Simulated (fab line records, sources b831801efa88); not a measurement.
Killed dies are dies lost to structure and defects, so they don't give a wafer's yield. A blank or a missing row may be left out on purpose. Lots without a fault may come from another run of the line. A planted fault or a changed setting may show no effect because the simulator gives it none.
One fault seen from 2 desks | flow sky130 | each desk has only its own numbers; what lay behind them comes last

THE METROLOGY DESK
What the gauges read, lot by lot, whatever tool the lot ran on: means of the sampled wafers that have a number. A lot is out of limits, marked OUT, if its mean lies more than 4 standard deviations from the usual mean; the brackets give that distance.
Columns: A = LDD_N_TW at SKY_LDD_N_TW_MEAS_17, usual 2565; B = cd_nm at SKY_LDD_P_CD_MEAS_07, usual 380.8 nm
lot  | first seen here | A    | B
L162 | day 19 01:49    | 2579 | 378.7
L165 | day 20 17:25    | 2569 | 380.6
L172 | day 24 08:19    | 2559 | 383.3
L173 | day 25 02:06    | 2544 | 382.8
L174 | day 25 03:17    | 2553 | 383.5
L180 | day 26 17:02    | 2585 | 384.1
This desk's finding: nothing out of limits on any of the 6 lots.

THE TOOL OWNER'S DESK: litho_track-04
The tool's own readings at SKY_LDD_P_COAT_02 (resist thk 1140 nm): means of the sampled wafers that have a number, for each lot that ran on this tool. A lot is out of limits, marked OUT, if its mean lies more than 4 standard deviations from the usual mean; the brackets give that distance.
Columns: A = dispense_pressure_kPa at SKY_LDD_P_COAT_02, usual 47.3 kPa; B = spin_speed_rpm at SKY_LDD_P_COAT_02, usual 3000.0 rpm
lot  | first seen here | A    | B
L162 | day 19 17:32    | 45.3 | 3033.7 (+18) OUT
L165 | day 21 09:01    | 45.3 | 3034.1 (+18) OUT
L173 | day 25 15:46    | 45.2 | 2999.9
This desk's finding: out of limits on L162, L165; first on L162, day 19 17:32 (spin_speed_rpm at SKY_LDD_P_COAT_02). In limits: L173.

PUT TOGETHER
The tool owner's desk could have raised an alarm at day 19 17:32, on L162, L165.
The metrology desk saw nothing out of limits.
The metrology desk has L162, L165 on record, within its limits.
Of the lots named, all ran SKY_LDD_P_COAT_02 on litho_track-04.

WHAT THE SIMULATOR HAD PUT IN
Process parameter drift: litho_track-04, from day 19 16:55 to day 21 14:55, at SKY_LDD_P_COAT_02. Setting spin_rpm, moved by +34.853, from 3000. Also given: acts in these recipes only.
Lots struck among those shown: L162, L165.
Hours from the fault's start to each desk's first reading out of limits: the tool owner's desk, 1.
